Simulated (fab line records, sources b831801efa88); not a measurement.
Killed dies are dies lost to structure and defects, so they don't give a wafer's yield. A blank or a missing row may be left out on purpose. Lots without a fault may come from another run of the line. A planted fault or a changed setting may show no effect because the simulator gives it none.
Which tool did it? | flow sky130 | 13 lots, 39 wafers sampled, at 7 steps of a route of 708

WHAT THE GAUGES READ, wafer by wafer
SKY_POLY_GATE_THK_MEAS_21. Usual: POLY_GATE_OXIDATION_THK 4.02 nm, standard deviation 0.08.
lot  | measured     | on            | POLY_GATE_OXIDATION_THK (nm) | flag
L184 | day 16 14:49 | film_metro-01 | 4.09 4.09 4.03               |
L186 | day 17 06:17 | film_metro-02 | 3.92 4.04 3.94               |
L187 | day 17 12:44 | film_metro-04 | 4.08 4.14 4.14               |
L188 | day 18 00:07 | film_metro-02 | 4.05 4.04 4.00               |
L189 | day 18 06:47 | film_metro-04 | 4.07 4.08 4.07               |
L194 | day 20 06:08 | film_metro-01 | 4.07 4.11 4.11               |
L197 | day 21 03:11 | film_metro-04 | 3.98 4.00 4.03               |
L202 | day 23 07:02 | film_metro-01 | 3.98 4.02 3.95               |
L203 | day 23 09:58 | film_metro-01 | 3.90 3.91 3.93               |
L204 | day 23 20:27 | film_metro-02 | 3.91 3.83 3.87               |
L205 | day 24 03:01 | film_metro-01 | 4.09 4.03 4.00               |
L206 | day 24 10:09 | film_metro-04 | 3.99 4.09 4.09               |
L207 | day 24 14:20 | film_metro-04 | 4.11 4.18 4.15               |

SKY_LDD_P_CD_MEAS_07: target cd 380 nm. Usual: cd_nm 380.6 nm, standard deviation 2.4.
lot  | measured     | on        | cd_nm (nm)        | flag
L184 | day 19 03:27 | cd_sem-01 | 383.6 383.3 382.0 |
L186 | day 19 19:55 | cd_sem-02 | 378.5 379.0 375.6 |
L187 | day 20 04:06 | cd_sem-01 | 380.6 378.5 379.6 |
L188 | day 20 15:45 | cd_sem-01 | 378.7 380.1 380.2 |
L189 | day 20 22:29 | cd_sem-01 | 376.6 377.5 379.0 |
L194 | day 22 20:46 | cd_sem-01 | 384.3 384.2 382.6 |
L197 | day 23 17:06 | cd_sem-02 | 382.4 381.0 384.6 |
L202 | day 25 19:53 | cd_sem-02 | 379.8 377.7 379.9 |
L203 | day 25 22:26 | cd_sem-02 | 375.9 376.4 376.5 |
L204 | day 26 09:00 | cd_sem-02 | 380.1 378.8 378.6 |
L205 | day 26 16:11 | cd_sem-02 | 380.2 379.6 380.0 |
L206 | day 26 21:19 | cd_sem-01 | 380.1 382.8 379.8 |
L207 | day 27 01:56 | cd_sem-01 | 384.0 385.0 385.2 |

SKY_LDD_LDN_OVL_MEAS_07. Usual: LDD_LDN_OVL -0.6 nm, standard deviation 1.4.
lot  | measured     | on         | LDD_LDN_OVL (nm) | flag
L184 | day 23 00:40 | overlay-01 | -1.2 0.8 0.6     |
L186 | day 23 15:37 | overlay-02 | 2.0 1.2 1.9      |
L187 | day 24 00:32 | overlay-01 | -1.7 -0.6 -0.6   |
L188 | day 24 12:50 | overlay-02 | -2.1 -2.9 -1.0   |
L189 | day 24 17:16 | overlay-01 | -0.7 -1.1 -1.0   |
L194 | day 26 14:12 | overlay-02 | - - -            | OFF
L197 | day 27 09:40 | overlay-01 | -0.7 -1.1 -1.1   |
L202 | day 29 10:50 | overlay-02 | 0.1 0.0 -1.2     |
L203 | day 29 12:31 | overlay-02 | -3.7 -1.3 -3.9   |
L204 | day 29 22:04 | overlay-01 | 1.1 1.0 0.8      |
L205 | day 30 04:39 | overlay-01 | -0.9 -1.2 -2.2   |
L206 | day 30 09:37 | overlay-01 | -0.3 -1.8 -0.5   |
L207 | day 30 15:08 | overlay-02 | -1.3 0.0 -0.4    |

SKY_LDD_LDN_TW_MEAS_13. Usual: LDD_LDN_TW 1485, standard deviation 26.
lot  | measured     | on            | LDD_LDN_TW     | flag
L184 | day 23 01:24 | film_metro-01 | 1465 1462 1463 |
L186 | day 23 16:22 | film_metro-04 | 1476 1475 1473 |
L187 | day 24 01:16 | film_metro-03 | 1519 1508 1509 |
L188 | day 24 13:34 | film_metro-01 | 1470 1470 1470 |
L189 | day 24 18:00 | film_metro-03 | 1510 1515 1511 |
L194 | day 26 14:57 | film_metro-03 | 31 31 31       | OFF
L197 | day 27 10:25 | film_metro-01 | 1469 1463 1467 |
L202 | day 29 11:35 | film_metro-01 | 1461 1454 1460 |
L203 | day 29 13:15 | film_metro-01 | 1452 1464 1445 |
L204 | day 29 22:48 | film_metro-04 | 1459 1471 1464 |
L205 | day 30 05:23 | film_metro-01 | 1462 1462 1465 |
L206 | day 30 10:22 | film_metro-01 | 1461 1457 1461 |
L207 | day 30 15:53 | film_metro-04 | 1474 1473 1465 |

SKY_RES_XHIGH_TW_MEAS_09. Usual: RES_XHIGH_TW 1628, standard deviation 12.
lot  | measured     | on            | RES_XHIGH_TW   | flag
L184 | day 26 21:14 | film_metro-04 | 1632 1636 1638 |
L186 | day 27 11:04 | film_metro-01 | 1624 1622 1616 |
L187 | day 27 19:01 | film_metro-04 | 1626 1625 1637 |
L188 | day 28 07:57 | film_metro-01 | 1630 1626 1621 |
L189 | day 28 11:10 | film_metro-01 | 1627 1623 1619 |
L194 | day 30 06:50 | film_metro-01 | 1887 1903 1906 | OFF
L197 | day 31 00:27 | film_metro-04 | 1602 1609 1613 |
L202 | day 32 23:40 | film_metro-02 | 1640 1645 1648 |
L203 | day 33 03:31 | film_metro-01 | 1630 1619 1621 |
L204 | day 33 11:06 | film_metro-02 | 1653 1640 1648 |
L205 | day 33 16:43 | film_metro-02 | 1638 1638 1644 |
L206 | day 33 22:49 | film_metro-02 | 1636 1649 1641 |
L207 | day 34 01:47 | film_metro-01 | 1633 1622 1622 |

SKY_SD_N_OVL_MEAS_08. Usual: SD_N_OVL 0.1 nm, standard deviation 1.4.
lot  | measured     | on         | SD_N_OVL (nm)  | flag
L184 | day 28 02:18 | overlay-02 | -0.3 0.3 0.9   |
L186 | day 28 15:47 | overlay-02 | 1.8 1.9 1.0    |
L187 | day 28 22:32 | overlay-01 | -1.1 -1.8 -1.7 |
L188 | day 29 11:15 | overlay-01 | -0.3 0.0 1.1   |
L189 | day 29 14:59 | overlay-02 | 2.5 1.5 1.0    |
L194 | day 31 10:39 | overlay-02 | -0.7 -1.8 -1.6 |
L197 | day 32 04:14 | overlay-02 | -0.7 -0.6 -0.2 |
L202 | day 34 02:26 | overlay-02 | -2.6 -2.2 -1.6 |
L203 | day 34 04:59 | overlay-02 | 0.7 0.6 -0.1   |
L204 | day 34 13:54 | overlay-01 | -2.8 -1.3 -0.4 |
L205 | day 34 18:43 | overlay-02 | -0.2 -0.2 0.7  |
L206 | day 35 01:13 | overlay-01 | -1.2 1.3 0.1   |
L207 | day 35 03:47 | overlay-01 | 0.4 0.7 -0.5   |

WHICH TOOL RAN EACH LOT (tool, then ch and the chambers of the sampled wafers, then the start)
lot  | SKY_LDD_LDN_EXPOSE_04
L184 | iline_stepper-02 ch 0, day 22 08:58
L186 | iline_stepper-02 ch 0, day 23 01:16
L187 | iline_stepper-02 ch 0, day 23 09:13
L188 | iline_stepper-02 ch 0, day 23 20:38
L189 | iline_stepper-02 ch 0, day 24 02:47
L194 | iline_stepper-02 ch 0, day 25 23:44
L197 | iline_stepper-02 ch 0, day 26 19:52
L202 | iline_stepper-01 ch 0, day 28 20:34
L203 | iline_stepper-01 ch 0, day 28 22:32
L204 | iline_stepper-01 ch 0, day 29 07:52
L205 | iline_stepper-02 ch 0, day 29 15:35
L206 | iline_stepper-01 ch 0, day 29 20:20
L207 | iline_stepper-01 ch 0, day 30 01:28
- SKY_LDD_LDN_EXPOSE_04: exposes mask LDNTM, target cd 700 nm.

WHAT THE TOOLS THEMSELVES READ (means of the sampled wafers that have a number; where no wafer has one, the mark that the record gives instead)
The record holds no such reading with a usual standard deviation.

THE ANSWER, worked out from the rows above alone
Rule: a lot is off if the mean of its wafers that have a number lies more than 3 standard deviations from the usual mean. A lot without any number at a reading at which 4 lots or more have one is off too. The other lots that the step has rows for count as sound. The gauges are gone through in route order, then the tools' own readings, and for those a lot's mean is taken as printed above. The first step at which some lot is off is used, and at that step the reading that is off furthest; a lot without a number counts as furthest.
Off: L194, at SKY_LDD_LDN_OVL_MEAS_07 (LDD_LDN_OVL). Without a number there: L194.
A tool fits if, at a process step before that reading, it ran every lot that is off, and no sound lot after the first of them. The gauges at SKY_LDD_LDN_OVL_MEAS_07 aren't tried: what is off there is off at SKY_LDD_LDN_TW_MEAS_13 too, on other tools, and a gauge's error can't cause that. None of those tried fits.

WHAT THE SIMULATOR HAD PUT IN
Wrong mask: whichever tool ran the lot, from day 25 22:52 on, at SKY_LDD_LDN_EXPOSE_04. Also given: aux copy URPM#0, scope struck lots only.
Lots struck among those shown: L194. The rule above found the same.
